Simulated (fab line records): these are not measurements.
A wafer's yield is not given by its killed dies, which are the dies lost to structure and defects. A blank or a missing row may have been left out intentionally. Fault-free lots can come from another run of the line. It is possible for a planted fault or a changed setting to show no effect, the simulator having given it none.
A lot that was struck, set against a sound lot :: flow sky130 :: 43 out of 708 route steps
Sound: wafers L515.1, L515.2, L515.4. Struck: wafer L528.1 (L528.3, L528.5, from the same lot, were not struck and are left out); the cause is given at the end.
At each step with rows: each side's tool, then ch and its chambers, then its first start. Under that, the readings that differ: sound wafers :: struck wafers :: difference of the means :: sigmas: that difference in standard deviations of wafers without a fault.
alike: a reading whose means differ by less than 2 such deviations, as well as words and numbers matching on both sides. not compared: withheld readings; readings where some wafer has no value; bounds like >300 that might hide an equal value; numbers whose values overlap and for which the record gives no deviation.
The two part at a step that has a row with sigmas, a row that says differs or no value, or rows on one side only. Numbers that don't overlap but have no deviation are shown without sigmas and don't part them. A reading that every wafer of one side lacks parts them only if that side has two wafers or more.

first, 1 step without rows for these wafers: SKY_LI_CONTACT_CMP_02 (polishes PSG).
SKY_LI_CONTACT_BOW_MEAS_03:
  struck on film metro-01, day 32 19:56; sound on film metro-03, day 27 19:13
  alike: LI_CONTACT_BOW
then, 8 steps without rows for these wafers: SKY_LI_CONTACT_DEHYDRATE_04 (time 60 s); SKY_LI_CONTACT_HMDS_05 (prime time 60 s); SKY_LI_CONTACT_COAT_06 (resist thk 60 nm); SKY_LI_CONTACT_COAT_07 (resist thk 450 nm); SKY_LI_CONTACT_SOFTBAKE_08 (time 90 s); SKY_LI_CONTACT_EXPOSE_09 (exposes mask LICM1, target cd 170 nm); SKY_LI_CONTACT_PEB_10; SKY_LI_CONTACT_DEVELOP_11 (develop time 60 s).
SKY_LI_CONTACT_CD_MEAS_12: target cd 170 nm.
  struck on cd sem-02, day 33 22:32; sound on cd sem-02, day 29 00:16
  alike: cd nm
SKY_LI_CONTACT_OVL_MEAS_13:
  struck on overlay-02, day 33 22:40; sound on overlay-02, day 29 00:23
  alike: LI_CONTACT_OVL
SKY_LI_CONTACT_ETCH_14: etches BARC in N2/H2, stops on SiO2, time 45.9 s, target depth 60 nm.
  sound on rie diel-03 ch 0,2,3, day 29 00:25; struck on rie diel-03 ch 3, day 33 22:42
  alike: drypump motor current A, oes product au, throttle valve pct
  not compared: rf hours counter h
SKY_LI_CONTACT_ETCH_15: etches PSG in C4F8/O2/Ar, stops on Si, target depth 600 nm.
  sound on rie diel-03 ch 0,2,3, day 29 00:28; struck on rie diel-03 ch 3, day 33 22:44
  alike: oes product au
then, 4 steps without rows for these wafers: SKY_LI_CONTACT_STRIP_16 (strips in O2/N2); SKY_LI_CONTACT_CLEAN_17 (cleans in NMP, time 600 s); SKY_LI_CONTACT_PRE_CLEAN_18 (time 5.6 s); SKY_LI_CONTACT_SPUTTER_19 (material Ti, target thk 20 nm, time 106.37 s).
SKY_LI_CONTACT_SPUTTER_20: material TiN, target thk 20 nm, time 80 s.
  struck on pvd sputter-01, day 33 23:12; sound on pvd sputter-01, day 29 00:55
  alike: throttle valve pct
SKY_LI_CONTACT_CVD_21: deposits W, target thk 400 nm, time 120.56 s.
  sound on cvd w-01 ch 0,1, day 29 00:59; struck on cvd w-02 ch 0, day 33 23:16
reading: heater power w (W)
sound: 813 834 813
struck: 867
difference: +47
sigmas: +3
SKY_LI_CONTACT_RS_MEAS_22: a four-point-probe measurement.
  struck on film metro-01, day 33 23:23; sound on film metro-03, day 29 01:06
  alike: LI_CONTACT_W_RS
SKY_LI_CONTACT_THK_MEAS_23: measures by xrf.
  struck on film metro-01, day 33 23:31; sound on film metro-03, day 29 01:13
  alike: LI_CONTACT_W_THK
SKY_LI_CONTACT_CMP_24: polishes, stops on PSG, t overpolish 20 s, target thk 0 nm.
  sound on cmp-01 ch 0,1,3, day 29 01:42; struck on cmp-01 ch 0, day 33 23:34
  alike: motor current A, overpolish run s, time to endpoint s
SKY_LOCAL_INTERCONNECT_SPUTTER_00: material TiN, target thk 100 nm, time 83.3 s.
  struck on pvd sputter-03, day 33 23:52; sound on pvd sputter-02, day 29 01:57
  alike: throttle valve pct
SKY_LOCAL_INTERCONNECT_RS_MEAS_01: a four-point-probe measurement.
  struck on film metro-01, day 33 23:56; sound on film metro-03, day 29 02:01
  alike: LOCAL_INTERCONNECT_TIN_RS
SKY_LOCAL_INTERCONNECT_THK_MEAS_02: measures by xrf.
  struck on film metro-01, day 34 00:03; sound on film metro-03, day 29 02:08
  alike: LOCAL_INTERCONNECT_TIN_THK
then, 8 steps without rows for these wafers: SKY_LOCAL_INTERCONNECT_DEHYDRATE_03 (time 60 s); SKY_LOCAL_INTERCONNECT_HMDS_04 (prime time 60 s); SKY_LOCAL_INTERCONNECT_COAT_05 (resist thk 60 nm); SKY_LOCAL_INTERCONNECT_COAT_06 (resist thk 450 nm); SKY_LOCAL_INTERCONNECT_SOFTBAKE_07 (time 90 s); SKY_LOCAL_INTERCONNECT_EXPOSE_08 (exposes mask LI1M, target cd 170 nm); SKY_LOCAL_INTERCONNECT_PEB_09; SKY_LOCAL_INTERCONNECT_DEVELOP_10 (develop time 60 s).
SKY_LOCAL_INTERCONNECT_CD_MEAS_11: target cd 170 nm.
  struck on cd sem-02, day 35 02:41; sound on cd sem-02, day 30 06:34
  alike: cd nm
SKY_LOCAL_INTERCONNECT_OVL_MEAS_12:
  struck on overlay-01, day 35 02:49; sound on overlay-01, day 30 06:41
  alike: LOCAL_INTERCONNECT_OVL
then, 6 steps without rows for these wafers: SKY_LOCAL_INTERCONNECT_ETCH_13 (etches BARC in N2/H2, stops on SiO2, time 45.9 s, target depth 60 nm); SKY_LOCAL_INTERCONNECT_METAL_ETCH_14 (etches TiN in Cl2/BCl3, stops on PSG, target depth 110 nm, time 32.43 s); SKY_LOCAL_INTERCONNECT_STRIP_15 (strips in O2/N2); SKY_LOCAL_INTERCONNECT_STRIP_16 (strips in post etch residue remover, time 1200 s); SKY_LOCAL_INTERCONNECT_CLEAN_17 (cleans in IPA, time 180 s); SKY_LOCAL_INTERCONNECT_CLEAN_18 (cleans in O3/DIW).
-- record jumps: 14 days separate the struck wafers' starts on either side; left off in module LOCAL_INTERCONNECT, taken up again in module PAD_OPEN, whose first shown step is the route's number 708 --
SKY_PAD_OPEN_PROBE_99:
  struck on prober-01, day 49 09:05; sound on prober-02, day 45 19:49
reading: killed at contacts
sound: 23 30 23
struck: 62
difference: +37
sigmas: +7

reading: killed dies
sound: 83 98 80
struck: 129
difference: +42
sigmas: +4

reading: killed on rim
sound: 11 18 16
struck: 25
difference: +10
sigmas: +3
  alike: killed_at_M0_to_M3, killed_at_M4_up, killed at front end, killed at other, killed open, killed short

## WHERE THEY PART
First at SKY_LI_CONTACT_CVD_21; last, within this record, at SKY_PAD_OPEN_PROBE_99.

WHY: the cause the simulator had injected
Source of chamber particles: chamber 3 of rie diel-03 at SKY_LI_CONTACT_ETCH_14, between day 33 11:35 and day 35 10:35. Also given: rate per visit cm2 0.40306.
